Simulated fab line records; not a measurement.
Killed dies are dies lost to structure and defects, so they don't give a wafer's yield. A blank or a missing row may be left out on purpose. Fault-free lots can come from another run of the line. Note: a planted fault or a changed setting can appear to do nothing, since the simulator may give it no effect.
Problem report, 8D (eight disciplines) form, completed by code / flow gf180mcu / the parts of the form that need people (team, actions taken, sign-off) are left out

## 1. WHAT WENT WRONG
overpolish run s at GF_V4_CMP_26 reads a mean of 0.038 s on 3 wafers of 2 lots; wafers without a fault read 15.000 s with a standard deviation of 0.0078. So: -99 or more standard deviations from the usual mean.
The step: polishes, stops on SiO2, t overpolish 15 s, target thk 0 nm.
Seen first at day 30 12:44 on cmp-01, wafer L309.4. At this step, 42 wafers from 14 lots have a number in the record. By rule, "out" or "out of limits" means more than 4 standard deviations away from the usual mean. All remaining wafers that have a number are taken as sound.

## 2. WHAT IT IS AND WHAT IT IS NOT
question=which readings at this step | is=overpolish run s, time to endpoint s | is not=motor current A, slurry flow ml min
question=which lots | is=L309, L310 | is not=L293, L295, L296, L297, L298, L299, L300, L301, L302, L311, L312, L315
question=which wafers of those lots | is=L309.4, L310.3, L310.4 | is not=L309.1, L309.5, L310.5
question=read on which tools | is=cmp-01 | is not=cmp-02
question=when | is=from day 30 12:44 | is not=up to then (29 sound wafers); but 10 sound wafers of L310, L311, L312, L315 came after

## 3. WHAT RULES OUT EACH SUSPECT
Counting: any tool at a process step up to the reading remains a suspect provided it ran every lot that is out. Sound lots after the first of them don't rule it out here, since some wafers of a struck lot are sound.
- cmp-01 at GF_V4_CMP_26 (polishes, stops on SiO2, t overpolish 15 s, target thk 0 nm): kept. Every lot that is out went through it, the first being L309 (day 30 12:44); the last sound lot it ran before that was L302 (day 28 07:55). Out on those wafers are its own readings of overpolish run s, time to endpoint s.
Left after counting: cmp-01 at GF_V4_CMP_26.

## 4. THE CAUSE (what the simulator had put in)
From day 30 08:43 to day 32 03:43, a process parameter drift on cmp-01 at GF_V4_CMP_26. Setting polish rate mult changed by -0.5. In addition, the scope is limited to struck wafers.
After counting, this tool was the only one left.

## 5. THE EFFECT CHAIN, in route order
Each row: a reading where the mean over the struck wafers with a number is more than 3 standard deviations away from the usual. Readings are gone through only where the record gives a usual standard deviation; hours: the median, over the lots, of the time from a lot's start at the first step in this table giving one to that lot's start at this step; sigmas: the change measured in usual standard deviations.
hours=0; step=GF_V4_CMP_26; reading=overpolish run s; usual=15.000 s; on struck wafers=0.038; change=-14.962; sigmas=-99 or more
hours=0; step=GF_V4_CMP_26; reading=time to endpoint s; usual=84 s; on struck wafers=132; change=+48; sigmas=+9.3
The process steps in it:
- GF_V4_CMP_26: polishes, stops on SiO2, t overpolish 15 s, target thk 0 nm.

## 6. WHAT WOULD HAVE CAUGHT IT SOONER
The fault began at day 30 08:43; the first out-of-limits reading in this record came at day 30 12:44, 4 hours later.
